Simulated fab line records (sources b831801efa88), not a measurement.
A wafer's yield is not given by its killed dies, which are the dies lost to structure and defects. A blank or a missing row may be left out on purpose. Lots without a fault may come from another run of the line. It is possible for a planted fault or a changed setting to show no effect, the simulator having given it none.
fab line records | flow sky130
record: lots: 12 wafers: 36 lastDay: 49
route steps=708 shown LI_CONTACT@377 LOCAL_INTERCONNECT@402 CONTACT@406 PAD_OPEN@708
lots untouched by any fault: they come from a run of this same line in which no faults occurred
startH: hours from the record's first day to the start of the lot's first wafer shown | waitH: hours from the lot's prior step to this one | " unchanged from the row above | L1.1+2: one row covering several wafers at once | - no value, or no start was given | * or withheld: withheld | < > ~ a bound
route shown NAME@n: names a module that has steps shown in the file, with the first one's number in the route | usual: mean and standard deviation over wafers with no fault | same: alike in all rows | chamber/n: place in a boat | sites: each site's reading | _std_site: how widely they spread, as a standard deviation | _edge_site: mean of outer sites minus mean of inner sites | radiusMm: for every site, how far away it sits from the centre of the wafer | mask NAME#n: copy n | behind: the tool/chamber that last shaped the wafer | hold: reason for holding the lot/hours on hold/outcome of the hold | device: transistor that didn't switch, given as n, p or np | end of line: tests run on the same wafers once the route is complete | a step given without rows: its recipe and nothing more | killed: dies lost to structure and defects at the first sort, not the wafer's yield | map: a wafer's dies, x killed, . not, _ none there
set.NAME: the run value of the setting; set.NAME@STEP: its run value at that earlier step | model.NAME: the simulator's own value behind a step, which no gauge read
steps of the route over a sample of lots; a table a step, a row a wafer
services: from which hour (startH, from the record's first day; less than 0 if before it) a tool's chamber was out of use, for how many hours, and why
== steps ==
step: SKY_LI_CONTACT_ETCH_15
recipe: target: PSG chemistry: C4F8/O2/Ar stopOn: Si taperDeg: 4.15 maskMaterial: KrF-thick sourceW: 1447 biasW: 1200 pressureMtorr: 40 c4f8FlowSccm: withheld O2_flow_sccm: 6 Ar_flow_sccm: 300 timeS: withheld targetDepthA: 6000
usual: oesProductAu: 0.837/0.0047 rfFwdPowerW: 1441/4.6
columns lot.wafer tool chamber startH waitH oesProductAu rfFwdPowerW
L970.2 rieDiel-03 2 685.76 0.0 0.844 1444
L970.3 " 0 " " 0.832 1435
L970.6 " 0 " " 0.844 1447
L969.1 rieDiel-02 3 688.26 0.0 0.835 1434
L969.2 " 0 " " 0.834 1442
L969.5 " 1 " " 0.842 1434
L972.1 rieDiel-02 0 700.44 0.0 0.843 1440
L972.2 " 3 " " 0.841 1444
L972.3 " 1 " " 0.836 1445
L971.1 rieDiel-02 0 704.09 0.0 0.831 1446
L971.2 " 3 " " 0.836 1438
L971.6 " 0 " " 0.834 1443
L973.2 rieDiel-03 1 711.11 0.0 0.836 1443
L973.4 " 1 " " 0.834 1447
L973.5 " 2 " " 0.843 1435
L976.2 rieDiel-02 1 734.94 0.0 0.838 1434
L976.4 " 3 " " 0.843 1440
L976.5 " 1 " " 0.844 1433
L975.3 rieDiel-02 3 737.84 0.0 0.835 1441
L975.4 " 3 " " 0.836 1442
L975.5 " 1 " " 0.835 1439
L978.1 rieDiel-02 1 752.91 0.0 0.834 1441
L978.2 " 0 " " 0.837 1437
L978.6 " 3 " " 0.832 1443
L980.4 rieDiel-03 0 762.54 0.0 0.832 1438
L980.5 " 3 " " 0.832 1435
L980.6 " 2 " " 0.826 1443
L982.1 rieDiel-03 3 784.46 0.0 0.838 1438
L982.2 " 2 " " 0.831 1442
L982.4 " 0 " " 0.848 1438
L989.3 rieDiel-03 0 826.54 0.0 0.839 1436
L989.5 " 1 " " 0.839 1444
L989.6 " 0 " " 0.834 1438
L990.3 rieDiel-01 2 830.26 0.0 0.839 1440
L990.4 " 3 " " 0.839 1443
L990.5 " 0 " " 0.842 1443
step: SKY_LI_CONTACT_RS_MEAS_22
recipe: thkMeasGauge: four-point-probe reads: W_of_LI_CONTACT_CVD_21+TiN_of_LI_CONTACT_SPUTTER_20+Ti_of_LI_CONTACT_SPUTTER_19
usual: LI_CONTACT_W_RS: 0.286/0.0034
columns lot.wafer tool chamber startH waitH LI_CONTACT_W_RS[ohm/sq]
L970.2 filmMetro-02 - 686.42 0.1 0.284
L970.3 " - " " 0.287
L970.6 " - " " 0.287
L969.1 filmMetro-01 - 688.91 0.1 0.281
L969.2 " - " " 0.284
L969.5 " - " " 0.284
L972.1 filmMetro-01 - 701.13 0.1 0.289
L972.2 " - " " 0.285
L972.3 " - " " 0.288
L971.1 filmMetro-04 - 704.76 0.1 0.286
L971.2 " - " " 0.282
L971.6 " - " " 0.289
L973.2 filmMetro-02 - 711.78 0.1 0.282
L973.4 " - " " 0.287
L973.5 " - " " 0.287
L976.2 filmMetro-02 - 735.61 0.1 0.287
L976.4 " - " " 0.285
L976.5 " - " " 0.283
L975.3 filmMetro-01 - 738.53 0.1 0.292
L975.4 " - " " 0.289
L975.5 " - " " 0.288
L978.1 filmMetro-02 - 753.58 0.1 0.284
L978.2 " - " " 0.286
L978.6 " - " " 0.288
L980.4 filmMetro-02 - 763.24 0.1 0.286
L980.5 " - " " 0.284
L980.6 " - " " 0.291
L982.1 filmMetro-01 - 785.10 0.1 0.285
L982.2 " - " " 0.286
L982.4 " - " " 0.284
L989.3 filmMetro-04 - 827.22 0.1 0.285
L989.5 " - " " 0.280
L989.6 " - " " 0.284
L990.3 filmMetro-02 - 830.94 0.1 0.289
L990.4 " - " " 0.284
L990.5 " - " " 0.285
step: SKY_LOCAL_INTERCONNECT_STRIP_15
recipe: chemistry: O2/N2 powerW: 1400 pressureMtorr: 1500 platenTempC: withheld o2FlowSccm: 3000 n2FlowSccm: 300 overashFraction: 0.5
usual: drypumpMotorCurrentA: 6.0/0.31 oesProductAu: 0.428/0.0046 stripTimeToEndpointS: 4.722/0.016
columns lot.wafer tool chamber startH waitH drypumpMotorCurrentA oesProductAu rfHoursCounterH stripTimeToEndpointS
L970.2 plasmaAsher-03 1 716.97 0.1 5.9 0.425 58 4.698
L970.3 " 0 " " 6.2 0.431 - 4.724
L970.6 " 1 " " 5.9 0.428 - 4.701
L969.1 plasmaAsher-02 0 718.54 0.0 6.3 0.424 98 4.712
L969.2 " 1 " " 5.5 0.420 98 4.727
L969.5 " 1 " " 5.5 0.425 - 4.720
L972.1 plasmaAsher-03 1 730.64 0.0 6.0 0.431 59 4.728
L972.2 " 0 " " 6.2 0.426 59 4.692
L972.3 " 1 " " 6.0 0.427 - 4.700
L971.1 plasmaAsher-03 1 733.59 0.0 5.9 0.429 59 4.679
L971.2 " 0 " " 6.2 0.425 59 4.707
L971.6 " 1 " " 5.9 0.433 - 4.723
L973.2 plasmaAsher-03 0 740.29 0.0 6.1 0.417 60 4.702
L973.4 " 1 " " 6.0 0.429 - 4.706
L973.5 " 1 " " 6.0 0.425 - 4.723
L976.2 plasmaAsher-01 1 762.44 0.0 5.8 0.436 34 4.699
L976.4 " 0 " " 5.7 0.425 - 4.746
L976.5 " 0 " " 5.7 0.427 - 4.725
L975.3 plasmaAsher-02 1 765.66 0.1 5.5 0.421 - 4.721
L975.4 " 0 " " 6.4 0.424 - 4.708
L975.5 " 0 " " 6.4 0.426 - 4.708
L978.1 plasmaAsher-03 1 781.59 0.0 6.0 0.434 64 4.721
L978.2 " 0 " " 6.1 0.425 64 4.713
L978.6 " 1 " " 5.9 0.423 - 4.696
L980.4 plasmaAsher-02 0 791.52 0.1 6.4 0.430 - 4.713
L980.5 " 0 " " 6.4 0.431 - 4.714
L980.6 " 1 " " 5.5 0.418 - 4.726
L982.1 plasmaAsher-01 0 812.24 0.0 5.7 0.431 38 4.761
L982.2 " 1 " " 5.7 0.429 38 4.718
L982.4 " 0 " " 5.7 0.431 - 4.700
L989.3 plasmaAsher-02 0 853.42 0.1 6.4 0.429 - 4.730
L989.5 " 1 " " 5.5 0.432 - 4.731
L989.6 " 0 " " 6.4 0.434 - 4.717
L990.3 plasmaAsher-03 1 856.72 0.1 5.9 0.424 - 4.710
L990.4 " 0 " " 6.2 0.420 - 4.722
L990.5 " 1 " " 5.9 0.429 - 4.717
step: SKY_CONTACT_CVD_00
recipe: material: Si3N4 targetThkNm: 75 tempC: 400 timeS: withheld rfW: 450
usual: heaterPowerW: 709/96 rfFwdPowerW: 444.0/1.7
columns lot.wafer tool chamber startH waitH heaterPowerW rfFwdPowerW
L970.2 pecvd-03 2 717.57 0.0 658 444.8
L970.3 " 1 " " 685 444.9
L970.6 " 2 " " 666 446.1
L969.1 pecvd-02 0 719.17 0.0 728 442.4
L969.2 " 1 " " 808 442.4
L969.5 " 1 " " 808 442.9
L972.1 pecvd-04 2 731.45 0.0 661 441.9
L972.2 " 1 " " 833 442.8
L972.3 " 0 " " 713 446.5
L971.1 pecvd-02 2 734.24 0.0 663 445.0
L971.2 " 0 " " 781 445.0
L971.6 " 0 " " 776 444.5
L973.2 pecvd-03 2 740.88 0.0 667 443.5
L973.4 " 1 " " 620 445.7
L973.5 " 2 " " 669 443.4
L976.2 pecvd-03 1 763.03 0.0 699 443.9
L976.4 " 1 " " 705 442.5
L976.5 " 0 " " 655 442.7
L975.3 pecvd-04 0 766.21 0.0 764 443.6
L975.4 " 0 " " 781 444.5
L975.5 " 2 " " 670 443.4
L978.1 pecvd-03 2 782.18 0.0 655 440.3
L978.2 " 1 " " 654 444.1
L978.6 " 1 " " 670 443.2
L980.4 pecvd-02 0 792.10 0.0 783 443.8
L980.5 " 1 " " 919 446.3
L980.6 " 2 " " 706 442.7
L982.1 pecvd-03 0 812.87 0.0 586 -
L982.2 " 2 " " 563 442.9
L982.4 " 2 " " 579 443.5
L989.3 pecvd-04 2 853.99 0.0 632 446.6
L989.5 " 2 " " 643 446.8
L989.6 " 0 " " 756 446.2
L990.3 pecvd-02 0 857.90 0.0 778 443.6
L990.4 " 1 " " 882 443.5
L990.5 " 0 " " 810 443.2
step: SKY_CONTACT_THK_MEAS_01
recipe: reads: Si3N4_of_CONTACT_CVD_00
usual: CONTACT_CVD_00_THK: 75.2/0.98
columns lot.wafer tool chamber startH waitH CONTACT_CVD_00_THK[nm]
L970.2 filmMetro-02 - 717.61 - 75.1
L970.3 " - " " 75.2
L970.6 " - " " 76.2
L969.1 filmMetro-02 - 719.20 - 73.5
L969.2 " - " " 73.7
L969.5 " - " " 74.7
L972.1 filmMetro-02 - 731.48 - 75.4
L972.2 " - " " 73.9
L972.3 " - " " 74.5
L971.1 filmMetro-03 - 734.27 - 75.0
L971.2 " - " " 75.2
L971.6 " - " " 76.8
L973.2 filmMetro-02 - 740.93 - 74.3
L973.4 " - " " 76.2
L973.5 " - " " 75.6
L976.2 filmMetro-04 - 763.07 - 75.0
L976.4 " - " " 75.0
L976.5 " - " " 76.2
L975.3 filmMetro-02 - 766.27 - 74.9
L975.4 " - " " 75.3
L975.5 " - " " 75.6
L978.1 filmMetro-04 - 782.21 - 74.0
L978.2 " - " " 74.4
L978.6 " - " " 76.2
L980.4 filmMetro-03 - 792.14 - 76.1
L980.5 " - " " 76.1
L980.6 " - " " 76.6
L982.1 filmMetro-04 - 812.91 - 71.7
L982.2 " - " " 72.5
L982.4 " - " " 75.8
L989.3 filmMetro-02 - 854.05 - 75.6
L989.5 " - " " 75.0
L989.6 " - " " 76.3
L990.3 filmMetro-04 - 857.95 - 74.6
L990.4 " - " " 74.4
L990.5 " - " " 75.3
step: SKY_PAD_OPEN_PROBE_99
usual: killed_at_M0_to_M3: 43/7.6 killed_at_M4_up: 2.8/1.9 killedAtContacts: 24/4.7 killedAtFrontEnd: 16/4.4 killedAtOther: 0.2/0.4 killedDies: 86/9.9 killedOpen: 47/8.2 killedShort: 39/6.3
same: grossDies: 492 killedAtBackSide: 0
columns lot.wafer tool chamber startH waitH killed_at_M0_to_M3 killed_at_M4_up killedAtContacts killedAtFrontEnd killedAtOther killedDies killedOpen killedShort
L969.1 prober-02 - 1084.48 0.1 43 0 28 12 0 83 41 42
L969.2 prober-02 - 1084.53 0.1 41 3 26 17 1 88 44 44
L969.5 prober-02 - 1084.68 0.2 30 3 28 17 0 78 38 40
L980.4 prober-02 - 1138.68 0.2 41 3 15 9 0 68 33 35
L980.5 prober-02 - 1138.73 0.2 42 5 19 11 0 77 42 35
L980.6 prober-02 - 1138.78 0.2 47 1 25 15 0 88 58 30
L982.1 prober-02 - 1156.59 0.1 49 4 27 15 0 95 57 38
L982.2 prober-02 - 1156.64 0.1 35 1 28 18 1 83 47 36
L982.4 prober-02 - 1156.74 0.2 33 5 31 18 0 87 50 37
L990.3 prober-02 - 1183.09 0.2 48 5 17 9 0 79 47 32
L990.4 prober-02 - 1183.14 0.2 42 2 27 12 1 84 41 43
L990.5 prober-02 - 1183.19 0.2 53 3 36 10 0 102 56 46
killed by level:class
L969.1 VIA1:geometricParticle:open=10 METAL1:geometricParticle:short=9 CONTACT:geometricParticle:open=7 LOCAL_INTERCONNECT:geometricParticle:short=6 VIA2:geometricParticle:open=6 FIELD_ISO:geometricParticle:short=5 CONTACT:geometricParticle:short=5 VIA1:geometricParticle:short=5
L969.2 VIA1:geometricParticle:open=12 CONTACT:geometricParticle:open=10 VIA1:geometricParticle:short=9 LI_CONTACT:geometricParticle:open=6 FIELD_ISO:geometricParticle:open=5 CONTACT:geometricParticle:short=4 METAL1:geometricParticle:short=4 METAL2:geometricParticle:short=4
L969.5 LI_CONTACT:geometricParticle:open=9 LOCAL_INTERCONNECT:geometricParticle:short=7 FIELD_ISO:geometricParticle:short=6 LI_CONTACT:geometricParticle:short=6 VIA2:geometricParticle:open=6 CONTACT:geometricParticle:open=5 VIA3:geometricParticle:short=5 POLY_GATE:geometricParticle:open=4
L980.4 VIA1:geometricParticle:open=9 VIA1:geometricParticle:short=6 VIA3:geometricParticle:open=6 LI_CONTACT:geometricParticle:open=5 METAL2:geometricParticle:short=5 FIELD_ISO:geometricParticle:short=4 METAL1:geometricParticle:short=4 VIA2:geometricParticle:short=4
L980.5 VIA1:geometricParticle:open=9 VIA3:geometricParticle:open=9 CONTACT:geometricParticle:open=7 LI_CONTACT:geometricParticle:open=6 METAL2:geometricParticle:short=5 METAL4:geometricParticle:short=5 POLY_GATE:geometricParticle:open=4 METAL1:geometricParticle:short=4
L980.6 VIA2:geometricParticle:open=12 LI_CONTACT:geometricParticle:open=11 CONTACT:geometricParticle:open=10 VIA3:geometricParticle:open=9 VIA1:geometricParticle:open=8 METAL1:geometricParticle:short=7 FIELD_ISO:geometricParticle:open=4 METAL3:geometricParticle:short=4
L982.1 VIA1:geometricParticle:open=15 CONTACT:geometricParticle:open=11 LI_CONTACT:geometricParticle:open=8 METAL1:geometricParticle:short=6 VIA1:geometricParticle:short=6 METAL3:geometricParticle:short=5 VIA3:geometricParticle:open=5 METAL2:geometricParticle:short=4
L982.2 CONTACT:geometricParticle:open=12 LI_CONTACT:geometricParticle:open=7 POLY_GATE:geometricParticle:short=5 VIA2:geometricParticle:open=5 VIA1:geometricParticle:open=5 METAL2:geometricParticle:open=5 METAL1:geometricParticle:short=4 VIA1:geometricParticle:short=4
L982.4 CONTACT:geometricParticle:open=15 VIA1:geometricParticle:open=9 LI_CONTACT:geometricParticle:open=7 METAL1:geometricParticle:short=7 FIELD_ISO:geometricParticle:short=6 FIELD_ISO:geometricParticle:open=6 LI_CONTACT:geometricParticle:short=5 POLY_GATE:geometricParticle:short=3
L990.3 VIA1:geometricParticle:open=13 VIA3:geometricParticle:open=9 LI_CONTACT:geometricParticle:open=8 METAL2:geometricParticle:short=6 CONTACT:geometricParticle:open=5 METAL3:geometricParticle:short=5 VIA2:geometricParticle:short=4 METAL4:geometricParticle:short=4
L990.4 VIA1:geometricParticle:open=9 VIA3:geometricParticle:open=8 LOCAL_INTERCONNECT:geometricParticle:short=7 CONTACT:geometricParticle:open=7 METAL1:geometricParticle:short=6 CONTACT:geometricParticle:short=5 FIELD_ISO:geometricParticle:short=4 LI_CONTACT:geometricParticle:open=4
L990.5 VIA1:geometricParticle:open=14 CONTACT:geometricParticle:open=14 VIA3:geometricParticle:open=9 LI_CONTACT:geometricParticle:short=6 LI_CONTACT:geometricParticle:open=6 VIA1:geometricParticle:short=6 CONTACT:geometricParticle:short=5 METAL1:geometricParticle:short=5
== services ==
columns tool chamber startH hours kind
pecvd-03 0 662.04 1.8 repair
rieDiel-03 0 667.85 6.4 repair
plasmaAsher-02 - 673.65 13.0 repair
pecvd-02 2 682.30 23.3 repair
rieDiel-02 2 699.89 67.7 repair
plasmaAsher-01 - 700.02 7.3 repair
pecvd-02 - 711.42 2.8 pm
pecvd-02 - 716.15 2.6 repair
plasmaAsher-02 - 733.75 9.0 pm
plasmaAsher-03 - 737.53 1.7 repair
pecvd-03 - 738.09 0.8 repair
rieDiel-03 0 738.67 1.9 repair
rieDiel-03 2 747.69 1.2 repair
pecvd-04 - 755.34 1.5 repair
rieDiel-02 3 756.92 5.2 repair
pecvd-04 - 782.06 46.4 repair
pecvd-02 1 787.89 3.6 repair
pecvd-04 0 798.60 6.5 repair
plasmaAsher-02 - 813.79 2.2 repair
plasmaAsher-01 - 828.67 14.6 pm
pecvd-04 1 846.01 9.9 repair
plasmaAsher-01 - 846.07 42.5 pm
rieDiel-03 3 850.93 3.8 repair
rieDiel-02 - 853.64 2.8 pm
== key ==
firstSign: step: SKY_CONTACT_THK_MEAS_01 reading: CONTACT_CVD_00_THK direction: down sigmas: 3.6 usual: 75.2 struck: 71.7
effect none on later readings
metAt SKY_CONTACT_CVD_00
struckLots L982
struckWafers L982.1
testerLeftOut L982
notActingAt SKY_LI_CONTACT_ETCH_15,SKY_LI_CONTACT_RS_MEAS_22,SKY_LOCAL_INTERCONNECT_STRIP_15
onsetBetween 763.03 812.87
fault: kind: processParameterDrift tool: pecvd-03 chamber: 0 onsetH: 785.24 steps: SKY_CONTACT_CVD_00 channel: timeS offset: withheld shape: step endH: 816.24 actsIn: *
testerLeftOut: of these lots the tester's yield and bins aren't shown, on N5 and GAA mostly nor the transistor test; their killed dies are dies lost to structure and defects alone, not to doping, threshold or leakage, so they don't give the yield
